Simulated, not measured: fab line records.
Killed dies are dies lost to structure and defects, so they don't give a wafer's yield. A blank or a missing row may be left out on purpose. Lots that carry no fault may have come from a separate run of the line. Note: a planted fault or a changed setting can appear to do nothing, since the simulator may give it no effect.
What tool caused it? || flow gf180mcu || 6 lots, 18 wafers sampled, at 2 steps of a route of 602

WHAT EACH GAUGE READ, for each wafer
GF_MVSD_TW_MEAS_11.
{"lot": "L611", "measured": "day 4 20:53", "on": "film-metro-01", "MVSD_TW": "1602 1594 1616"}
{"lot": "L616", "measured": "day 6 00:54", "on": "film-metro-01", "MVSD_TW": "1600 1597 1602"}
{"lot": "L621", "measured": "day 7 07:12", "on": "film-metro-02", "MVSD_TW": "1913 1913 1911"}
{"lot": "L626", "measured": "day 8 22:24", "on": "film-metro-01", "MVSD_TW": "1601 1602 1602"}
{"lot": "L628", "measured": "day 9 06:46", "on": "film-metro-01", "MVSD_TW": "1610 1604 1605"}
{"lot": "L631", "measured": "day 9 20:17", "on": "film-metro-02", "MVSD_TW": "1566 1571 1571"}

WHAT TOOL EACH LOT RAN ON (gives the tool, then ch and the chambers of the sampled wafers, and finally the start)
{"lot": "L611", "GF_MVSD_IMPLANT_08": "implanter-04 ch 0, day 4 20:29"}
{"lot": "L616", "GF_MVSD_IMPLANT_08": "implanter-04 ch 0, day 6 00:30"}
{"lot": "L621", "GF_MVSD_IMPLANT_08": "implanter-03 ch 0, day 7 06:25"}
{"lot": "L626", "GF_MVSD_IMPLANT_08": "implanter-04 ch 0, day 8 22:00"}
{"lot": "L628", "GF_MVSD_IMPLANT_08": "implanter-04 ch 0, day 9 06:23"}
{"lot": "L631", "GF_MVSD_IMPLANT_08": "implanter-03 ch 0, day 9 19:53"}
- GF_MVSD_IMPLANT_08

THE ANSWER, worked out from the rows above alone
Rule: the lots themselves supply what counts as usual. The widest of any qualifying gaps counts: lots, ordered by their means at a reading, are off when they make up no more than a third of the lots, leave a main group of 4 or more, and stand apart from it by 3 or more times the standard deviation of that group's means. If all means in a main group match to the digits the tables above print for the reading, that group is not used. A lot without any number at a reading at which 4 lots or more have one is off too. Any other lot the step has rows for is counted as sound.
Off: L621, at GF_MVSD_TW_MEAS_11 (MVSD_TW). Mean 1596 and standard deviation 14 in the main group.
A tool fits if, at a process step before that reading, it ran every lot that is off, and no sound lot after the first of them. Gauges at GF_MVSD_TW_MEAS_11: tried the same way as those tools. Of those tried, none fits.

WHAT THE SIMULATOR HAD PUT IN
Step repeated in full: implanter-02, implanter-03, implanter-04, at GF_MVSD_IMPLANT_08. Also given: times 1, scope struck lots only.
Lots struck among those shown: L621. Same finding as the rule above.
